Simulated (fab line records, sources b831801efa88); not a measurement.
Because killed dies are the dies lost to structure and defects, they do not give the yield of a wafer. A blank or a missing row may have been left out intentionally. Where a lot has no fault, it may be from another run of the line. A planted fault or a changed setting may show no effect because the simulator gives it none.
fab line records | flow sky130
record lots=5 wafers=15 last-day=50
route steps=708 shown CAP2M@605 METAL4@621 VIA4@639 PAD_OPEN@708
lots untouched by any fault: they come from a run of this same line in which no faults occurred
start-h: hours from the record's first day to the start of the lot's first wafer shown | wait-h: hours from the lot's prior step to this one | " unchanged from the row above | L1.1+2: several wafers, shown together as one row | - no value, or no start given | * or withheld: withheld | < > ~ a bound
route shown NAME@n: a module of which the file shows steps, and the number in the route of the first | usual: average and standard deviation across the fault-free wafers | same: alike in all rows | chamber/n: place in a boat | sites: the reading at each site | _std_site: the values' standard deviation | _edge_site: mean of outer sites minus mean of inner sites | radius-mm: how far each site lies from the wafer's centre | mask NAME#n: copy n | behind: tool/chamber where the wafer was last shaped | hold: why the lot went on hold/how many hours it stayed there/how the hold came to an end | device: names the non-switching transistor (n, p or np) | end of line: tests of these same wafers at the route's end | step lacking rows: just its recipe | killed: the dies lost at the first sort to structure and to defects; this is not the yield of the wafer | map: a wafer's dies, marking killed ones x, the rest . and places with no die _
set.NAME: the setting as run; set.NAME@STEP: as run at that earlier step | model.NAME: the simulator's own value behind a step, which no gauge read
lots at some steps of the route; a table a step, a row a wafer
services: from which hour (start-h, from the record's first day; less than 0 if before it) a tool's chamber was out of use, for how many hours, and why
## steps
# step SKY_CAP2M_SPUTTER_02
# recipe material=TiN target-thk-nm=200 temp-c=300 power-w=6500 time-s=166.7 chamber-pressure-pa=0.4
# step SKY_CAP2M_DEHYDRATE_05
# recipe temp-c=200 time-s=60
# step SKY_CAP2M_HMDS_06
# recipe prime-time-s=60 prime-temp-c=120
# step SKY_CAP2M_COAT_07
# recipe resist=NOVOLAK spin-rpm=3000 resist-thk-nm=1140
# step SKY_CAP2M_SOFTBAKE_08
# recipe temp-c=90 time-s=60 resist=NOVOLAK
# step SKY_CAP2M_EXPOSE_09
# recipe mask-id=CAP2M na=0.6 source-shape=conventional sigma-outer=0.6 polarization=unpolarized target-cd-nm=1000 dose-mj=159
# step SKY_CAP2M_PEB_10
# recipe temp-c=withheld time-s=* resist=NOVOLAK
# step SKY_CAP2M_DEVELOP_11
# recipe resist=NOVOLAK developer=TMAH develop-time-s=60 dev-temp-c=23
# step SKY_CAP2M_METAL_ETCH_13
# recipe target-depth-nm=220 stop-on=SiO2 chemistry=Cl2/BCl3 target=TiN pressure-mtorr=10 icp-w=900 bias-w=48.5 Cl2_flow_sccm=60 bcl3-flow-sccm=30 time-s=62.9
# step SKY_CAP2M_STRIP_14
# recipe chemistry=O2/N2 power-w=1400 pressure-mtorr=1500 platen-temp-c=withheld o2-flow-sccm=3000 n2-flow-sccm=300 overash-fraction=0.5
# usual drypump-motor-current-A=5.6/0.58 oes-product-au=0.710/0.0048 strip-time-to-endpoint-s=12.65/0.038
# columns lot.wafer tool chamber start-h wait-h drypump-motor-current-A oes-product-au rf-hours-counter-h strip-time-to-endpoint-s
L445.2 plasma-asher-02 1 991.59 0.1 6.3 0.714 61 12.62
L445.3 " 1 " " 6.3 0.717 - 12.64
L445.4 " 0 " " 6.4 0.717 - 12.68
L447.3 plasma-asher-03 0 1006.62 0.1 5.0 0.705 - 12.59
L447.4 " 1 " " 5.8 0.708 - 12.65
L447.6 " 0 " " 5.0 0.714 - 12.59
L457.1 plasma-asher-02 1 1088.46 0.1 6.3 0.715 71 12.71
L457.2 " 0 " " 6.4 0.707 71 12.68
L457.3 " 0 " " 6.4 0.701 - 12.69
L459.2 plasma-asher-02 1 1089.50 0.1 6.3 0.704 71 12.62
L459.4 " 0 " " 6.4 0.707 - 12.64
L459.6 " 1 " " 6.3 0.716 - 12.62
L460.1 plasma-asher-02 1 1090.21 0.1 6.3 0.716 72 12.61
L460.2 " 0 " " 6.4 0.708 72 12.57
L460.5 " 0 " " 6.4 0.712 - 12.61
# step SKY_CAP2M_STRIP_15
# recipe chemistry=post-etch-residue-remover time-s=1200 temp-c=72.5
# step SKY_CAP2M_CLEAN_16
# recipe chemistry=IPA time-s=180 temp-c=25
# step SKY_CAP2M_CLEAN_17
# recipe chemistry=O3/DIW dry=n2-spin
# step SKY_METAL4_DEHYDRATE_05
# recipe temp-c=200 time-s=60
# step SKY_METAL4_HMDS_06
# recipe prime-time-s=60 prime-temp-c=120
# step SKY_METAL4_COAT_07
# recipe resist=BARC temp-c=withheld time-s=withheld spin-rpm=3000 resist-thk-nm=60
# step SKY_METAL4_COAT_08
# recipe resist=KrF-thick spin-rpm=3000 resist-thk-nm=1140
# step SKY_METAL4_SOFTBAKE_09
# recipe temp-c=100 time-s=90 resist=KrF-thick
# step SKY_METAL4_EXPOSE_10
# recipe mask-id=MM4 na=0.68 source-shape=annular sigma-inner=0.4 sigma-outer=0.8 target-cd-nm=300 dose-mj=28
# step SKY_METAL4_PEB_11
# recipe peb-temp-c=withheld peb-time-s=withheld resist=KrF-thick
# step SKY_METAL4_DEVELOP_12
# recipe develop-time-s=60 resist=KrF-thick dev-temp-c=21
# step SKY_METAL4_DESCUM_15
# recipe chemistry=O2 source-power-w=150 bias-power-w=0 pressure-mtorr=10 temp-c=40 time-s=8
# step SKY_METAL4_ETCH_16
# recipe chemistry=N2/H2 target=BARC ion-energy-ev=200 bias-w=100 pressure-mtorr=30 n2-flow-sccm=100 h2-flow-sccm=200 icp-w=500 stop-on=SiO2 time-s=88.2 target-depth-a=600
# step SKY_METAL4_ETCH_17
# recipe target=SiO2 stop-on=TiN chemistry=C4F8/O2/Ar source-w=1500 bias-w=1200 pressure-mtorr=40 c4f8-flow-sccm=withheld O2_flow_sccm=6 Ar_flow_sccm=300 time-s=3.9 target-depth-a=150
# step SKY_METAL4_METAL_ETCH_18
# recipe target-depth-a=8450 stop-on=SiO2 over-etch-frac=0.3 time-s=183.1 chemistry=Cl2/BCl3 resist-sidewall-deg=88 pressure-mtorr=10 icp-w=900 bias-w=48.5 Cl2_flow_sccm=60 bcl3-flow-sccm=30
# step SKY_METAL4_STRIP_19
# recipe chemistry=O2/N2 power-w=1400 pressure-mtorr=1500 platen-temp-c=withheld o2-flow-sccm=3000 n2-flow-sccm=300 overash-fraction=0.5
# step SKY_METAL4_STRIP_20
# recipe chemistry=post-etch-residue-remover time-s=1200 temp-c=72.5
# step SKY_METAL4_CLEAN_21
# recipe chemistry=IPA time-s=180 temp-c=25
# step SKY_METAL4_CLEAN_22
# recipe chemistry=O3/DIW dry=n2-spin
# step SKY_VIA4_HDPCVD_00
# recipe material=SiO2 target-thk-nm=1750 sigma-open-frac=0.3 time-s=291.7 temp-c=400 sih4-flow-sccm=60 pressure-mtorr=6
# step SKY_VIA4_CMP_02
# recipe material=SiO2 down-force-psi=4 platen-rpm=60 pad-velocity-m-s=0.94248
# step SKY_VIA4_DEHYDRATE_04
# recipe temp-c=200 time-s=60
# step SKY_VIA4_HMDS_05
# recipe prime-time-s=60 prime-temp-c=120
# step SKY_VIA4_COAT_06
# recipe resist=NOVOLAK spin-rpm=3000 resist-thk-nm=1140
# step SKY_VIA4_SOFTBAKE_07
# recipe temp-c=90 time-s=60 resist=NOVOLAK
# step SKY_PAD_OPEN_PROBE_99
# usual defect-limited-yield=82.4/2.1 killed_at_M0_to_M3=43/7.4 killed_at_M4_up=3.1/1.9 killed-at-contacts=25/5.4 killed-at-front-end=15/4.3 killed-at-other=0.3/0.54 killed-dies=86/10 killed-open=46/7.4 killed-short=40/7 sort_bin_3_pad_short=0.9/0.39 sort_bin_5_function=10.3/1.6 sort_bin_6_memory=6.4/1.1 sort-n-pass=406/10 sort-yield-pct=82.4/2.1
# same gross-dies=492 killed-at-back-side=0 sort_bin_4_leakage[%]=0 sort_bin_8_speed[%]=0
# columns lot.wafer tool chamber start-h wait-h defect-limited-yield[%] killed_at_M0_to_M3 killed_at_M4_up killed-at-contacts killed-at-front-end killed-at-other killed-dies killed-open killed-short sort_bin_3_pad_short[%] sort_bin_5_function[%] sort_bin_6_memory[%] sort-n-pass sort-yield-pct[%] model.etest.tester.sort-n-pass model.etest.tester.sort-yield-pct model.etest.tester.sort_bin_5_pct model.etest.tester.sort_bin_3_pct
L445.2 prober-02 - 1105.40 0.1 82.3 46 3 22 15 1 87 48 39 1.0 10.2 6.5 405 82.3 405 82.32 10.16 1.016
L445.3 prober-02 - 1105.45 0.2 83.7 40 7 25 8 0 80 35 45 1.0 8.7 6.5 412 83.7 412 83.74 8.74 1.016
L445.4 prober-02 - 1105.50 0.2 76.0 75 4 18 21 0 118 61 57 1.4 14.8 7.7 374 76.0 374 76.02 14.84 1.423
L447.3 prober-02 - 1119.94 0.2 81.3 43 6 24 19 0 92 37 55 1.2 10.0 7.5 400 81.3 400 81.3 9.959 1.22
L447.4 prober-02 - 1119.99 0.2 82.1 43 2 25 16 2 88 51 36 0.8 11.4 5.7 404 82.1 404 82.11 11.38 0.813
L447.6 prober-02 - 1120.09 0.2 82.3 43 1 21 22 0 87 40 47 1.2 11.2 5.3 405 82.3 405 82.32 11.18 1.22
L457.1 prober-02 - 1187.52 0.1 83.3 37 3 27 15 0 82 58 24 1.0 8.9 6.7 410 83.3 410 83.33 8.943 1.016
L457.2 prober-02 - 1187.57 0.1 71.5 42 3 28 25 42 140 51 46 2.8 17.3 8.3 352 71.5 352 71.54 17.28 2.846
L457.3 prober-02 - 1187.62 0.2 71.5 46 1 33 19 41 140 59 41 2.0 20.7 5.7 352 71.5 352 71.54 20.73 2.033
L459.2 prober-02 - 1189.75 0.1 82.1 43 1 29 14 1 88 56 31 0.4 11.4 6.1 404 82.1 404 82.11 11.38 0.4065
L459.4 prober-02 - 1189.85 0.2 77.6 35 2 17 17 39 110 40 31 2.6 13.0 6.7 382 77.6 382 77.64 13.01 2.642
L459.6 prober-02 - 1189.95 0.2 80.1 45 4 35 14 0 98 47 51 1.2 11.8 6.9 394 80.1 394 80.08 11.79 1.22
L460.1 prober-01 - 1191.12 0.1 84.3 34 2 27 14 0 77 40 35 1.2 9.3 5.1 415 84.3 415 84.35 9.35 1.22
L460.2 prober-01 - 1191.17 0.1 75.6 37 0 26 17 40 120 38 38 1.8 15.9 6.7 372 75.6 372 75.61 15.85 1.829
L460.5 prober-01 - 1191.32 0.2 75.8 42 4 25 10 38 119 44 37 2.0 12.6 9.6 373 75.8 373 75.81 12.6 2.033
# killed by level:class
L445.2 VIA1:geometric-particle:open=19 LI_CONTACT:geometric-particle:open=7 VIA1:geometric-particle:short=6 LOCAL_INTERCONNECT:geometric-particle:short=5 CONTACT:geometric-particle:open=5 METAL2:geometric-particle:short=5 VIA3:geometric-particle:open=5 SPACER:geometric-particle:short=4
L445.3 VIA1:geometric-particle:open=8 METAL2:geometric-particle:short=8 LI_CONTACT:geometric-particle:open=7 METAL4:geometric-particle:short=7 VIA2:geometric-particle:open=6 CONTACT:geometric-particle:short=5 LOCAL_INTERCONNECT:geometric-particle:short=5 CONTACT:geometric-particle:open=5
L445.4 VIA1:geometric-particle:open=17 VIA2:geometric-particle:open=13 METAL2:geometric-particle:short=9 LOCAL_INTERCONNECT:geometric-particle:short=8 VIA3:geometric-particle:open=8 FIELD_ISO:geometric-particle:short=6 METAL1:geometric-particle:short=6 FIELD_ISO:geometric-particle:open=5
L447.3 FIELD_ISO:geometric-particle:short=11 LI_CONTACT:geometric-particle:open=8 METAL2:geometric-particle:short=8 VIA1:geometric-particle:open=7 CONTACT:geometric-particle:open=5 VIA1:geometric-particle:short=5 POLY_GATE:geometric-particle:short=4 LI_CONTACT:geometric-particle:short=4
L447.4 VIA1:geometric-particle:open=11 LI_CONTACT:geometric-particle:open=10 POLY_GATE:geometric-particle:short=6 METAL2:geometric-particle:open=6 LI_CONTACT:geometric-particle:short=6 CONTACT:geometric-particle:short=5 POLY_GATE:geometric-particle:open=5 VIA1:geometric-particle:short=5
L447.6 LI_CONTACT:geometric-particle:open=8 VIA3:geometric-particle:open=8 METAL2:geometric-particle:short=7 FIELD_ISO:geometric-particle:short=6 METAL1:geometric-particle:short=6 VIA1:geometric-particle:open=6 CONTACT:geometric-particle:open=5 POLY_GATE:geometric-particle:short=4
L457.1 CONTACT:geometric-particle:open=17 VIA1:geometric-particle:open=14 VIA3:geometric-particle:open=6 POLY_GATE:geometric-particle:open=5 VIA1:geometric-particle:short=5 POLY_GATE:geometric-particle:short=4 CONTACT:geometric-particle:short=3 METAL1:geometric-particle:short=3
L457.2 CAP2M:unspecified=42 CONTACT:geometric-particle:open=14 VIA1:geometric-particle:open=10 FIELD_ISO:geometric-particle:short=8 VIA1:geometric-particle:short=7 FIELD_ISO:geometric-particle:open=6 CONTACT:geometric-particle:short=6 VIA3:geometric-particle:open=6
L457.3 CAP2M:unspecified=40 VIA1:geometric-particle:open=17 CONTACT:geometric-particle:short=10 CONTACT:geometric-particle:open=10 POLY_GATE:geometric-particle:open=8 FIELD_ISO:geometric-particle:open=5 LOCAL_INTERCONNECT:geometric-particle:short=5 VIA2:geometric-particle:short=4
L459.2 VIA1:geometric-particle:open=16 CONTACT:geometric-particle:open=10 VIA2:geometric-particle:open=9 LI_CONTACT:geometric-particle:open=7 VIA3:geometric-particle:open=6 FIELD_ISO:geometric-particle:short=4 LI_CONTACT:geometric-particle:short=4 LOCAL_INTERCONNECT:geometric-particle:short=4
L459.4 CAP2M:unspecified=38 VIA1:geometric-particle:open=12 VIA2:geometric-particle:open=6 FIELD_ISO:geometric-particle:short=5 VIA3:geometric-particle:open=5 LOCAL_INTERCONNECT:geometric-particle:short=4 CONTACT:geometric-particle:short=4 POLY_GATE:geometric-particle:short=3
L459.6 LOCAL_INTERCONNECT:geometric-particle:short=9 CONTACT:geometric-particle:open=9 VIA3:geometric-particle:open=9 LI_CONTACT:geometric-particle:open=8 METAL2:geometric-particle:short=7 VIA1:geometric-particle:open=6 CONTACT:geometric-particle:short=6 METAL1:geometric-particle:short=6
L460.1 CONTACT:geometric-particle:open=10 VIA1:geometric-particle:open=10 METAL1:geometric-particle:short=6 LI_CONTACT:geometric-particle:open=5 CONTACT:geometric-particle:short=5 METAL2:geometric-particle:short=5 VIA2:geometric-particle:open=5 VIA3:geometric-particle:open=4
L460.2 CAP2M:unspecified=40 CONTACT:geometric-particle:open=10 VIA1:geometric-particle:open=8 LI_CONTACT:geometric-particle:open=6 CONTACT:geometric-particle:short=6 VIA3:geometric-particle:open=5 VIA3:geometric-particle:short=5 FIELD_ISO:geometric-particle:short=4
L460.5 CAP2M:unspecified=38 VIA3:geometric-particle:open=10 METAL2:geometric-particle:short=8 CONTACT:geometric-particle:open=8 VIA1:geometric-particle:open=8 LI_CONTACT:geometric-particle:open=6 CONTACT:geometric-particle:short=6 METAL1:geometric-particle:short=5
# map L457.2 (x killed, . not)
__________...x......_________
________...x.........x_______
______..............xxxx_____
_____..x....x.xx...xxxxxx____
____.x...x..x.....x.xxxxxx___
___.....x...xx.....xxxxxxxx__
__xx.xx.x..xx.x....xxxxxxxxx_
_.......x....x.x.xxxxxxxxxx.x
_..x......x..x....x...xxx.x..
_................xxx.........
_.....xx.....xx..x.x.........
_..x.....xx....x.....x..x....
_.x.......x.....xxx....x.....
_.xx....x.................x..
_....x.x....xx.....x....x.x..
__.....x..x..x..........x.xx_
___x......x.x..x.....xxx...__
____x.x.x..........x......___
_____.....x.....x.xx.....____
______......x...x......._____
________x..x...xx.x..x_______
__________...xx....._________
# map L459.4 (x killed, . not)
__________x........._________
________.............._______
______..........xx.x.x.x_____
_____.......x...x...xxxxx____
____...x..x.x......xxxxxxx___
___..x......x.......xxxxxxx__
__............xx..xxxxxxxx.x_
_...x..........x......xxxxxx.
_........x.......x..x.xxxxx.x
_.x...............xxxx.x.xx..
_x...........x...x.....xx..x.
_....x.......x..x..xxx......x
_...........x..........x.....
_.x.............x....x.......
_....x....xx.....xx..........
__x.......x....x..x.x......._
___........x...............__
____................x.....___
_____......x........x....____
______.xx.x...x......x.x_____
________x.....x..xx..._______
__________.........._________
## services
# columns tool chamber start-h hours kind
plasma-asher-02 - 1027.01 3.2 repair
plasma-asher-03 - 1055.25 9.0 pm
plasma-asher-03 0 1055.25 9.0 vent-cycle
plasma-asher-03 1 1055.25 9.0 vent-cycle
plasma-asher-03 0 1064.25 - clean
plasma-asher-03 1 1064.25 - clean
## key
first-sign step=SKY_PAD_OPEN_PROBE_99 reading=killed-at-other direction=up sigmas=40 usual=0.3 struck=40
effect step=SKY_PAD_OPEN_PROBE_99 reading=defect-limited-yield direction=down sigmas=3.8 usual=82.4 struck=74.4
model-effect step=SKY_PAD_OPEN_PROBE_99 value=etest.tester.sort-n-pass without=400.6 struck=366.2
met-at SKY_CAP2M_STRIP_14
struck-wafers L457.2,L457.3,L459.4,L460.2,L460.5
onset-between 991.59 1088.46
fault kind=chamber-particle-source tool=plasma-asher-02 chamber=0 onset-h=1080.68 steps=SKY_CAP2M_STRIP_14 rate-per-visit-cm2=0.42969 end-h=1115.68
